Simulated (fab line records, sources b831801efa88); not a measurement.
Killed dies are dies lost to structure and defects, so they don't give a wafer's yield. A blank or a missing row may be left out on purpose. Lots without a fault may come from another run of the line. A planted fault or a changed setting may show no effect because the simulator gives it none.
One fault seen from 2 desks | flow sky130 | each desk has only its own numbers; what lay behind them comes last

THE METROLOGY DESK
What the gauges read, lot by lot, whatever tool the lot ran on: means of the sampled wafers that have a number. A lot is out of limits, marked OUT, if its mean lies more than 4 standard deviations from the usual mean; the brackets give that distance.
Columns: A = VIA3_BOW at SKY_VIA3_BOW_MEAS_03, usual 79 um; B = VIA3_W_RS at SKY_VIA3_RS_MEAS_22, usual 0.291 ohm/sq
lot  | first seen here | A  | B
L286 | day 38 08:56    | 77 | 0.291
L287 | day 38 23:08    | 78 | 0.291
L288 | day 39 05:13    | 76 | 0.289
L292 | day 40 09:14    | 77 | 0.293
L295 | day 41 12:16    | 79 | 0.289
L297 | day 42 00:04    | 85 | 0.287
L298 | day 42 08:55    | 77 | 0.292
L299 | day 42 12:18    | 82 | 58.102 (+99 or more) OUT
L300 | day 42 22:34    | 79 | 58.873 (+99 or more) OUT
L301 | day 43 05:52    | 89 | 58.130 (+99 or more) OUT
L304 | day 44 00:59    | 73 | 0.294
L308 | day 44 21:46    | 76 | 0.293
L309 | day 45 02:14    | 78 | 0.292
This desk's finding: out of limits on L299, L300, L301; first on L299, day 43 12:20 (VIA3_W_RS at SKY_VIA3_RS_MEAS_22). In limits: L286, L287, L288, L292, L295, L297, L298, L304, L308, L309.

THE TOOL OWNER'S DESK: cvd_w-02
The tool's own readings at SKY_VIA3_CVD_21 (deposits W, target thk 390 nm, time 117.31 s): means of the sampled wafers that have a number, for each lot that ran on this tool. A lot is out of limits, marked OUT, if its mean lies more than 4 standard deviations from the usual mean; the brackets give that distance.
Columns: A = chamber_pressure_Torr at SKY_VIA3_CVD_21, usual 40.00 Torr; B = heater_power_outer_w at SKY_VIA3_CVD_21, usual 506 W; C = heater_power_w at SKY_VIA3_CVD_21, usual 832 W
lot  | first seen here | A     | B   | C
L288 | day 40 06:17    | 40.08 | 486 | 795
L292 | day 41 10:29    | 40.06 | 485 | 820
L297 | day 43 00:44    | 39.99 | 486 | 817
L298 | day 43 09:02    | 39.93 | 483 | 800
L308 | day 45 20:04    | 39.96 | 491 | 823
This desk's finding: nothing out of limits on any of the 5 lots.

PUT TOGETHER
The metrology desk could have raised an alarm at day 43 12:20, on L299, L300, L301.
The tool owner's desk saw nothing out of limits.
The tool owner's desk has no number on record for L299, L300, L301.
Of the lots named, all ran SKY_VIA3_CVD_21 on cvd_w-02.

WHAT THE SIMULATOR HAD PUT IN
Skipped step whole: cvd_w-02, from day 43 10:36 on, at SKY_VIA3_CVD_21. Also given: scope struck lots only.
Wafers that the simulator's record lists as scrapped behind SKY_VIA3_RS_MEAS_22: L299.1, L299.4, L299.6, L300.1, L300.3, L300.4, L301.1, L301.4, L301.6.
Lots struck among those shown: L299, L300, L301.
Hours from the fault's start to each desk's first reading out of limits: the metrology desk, 2.
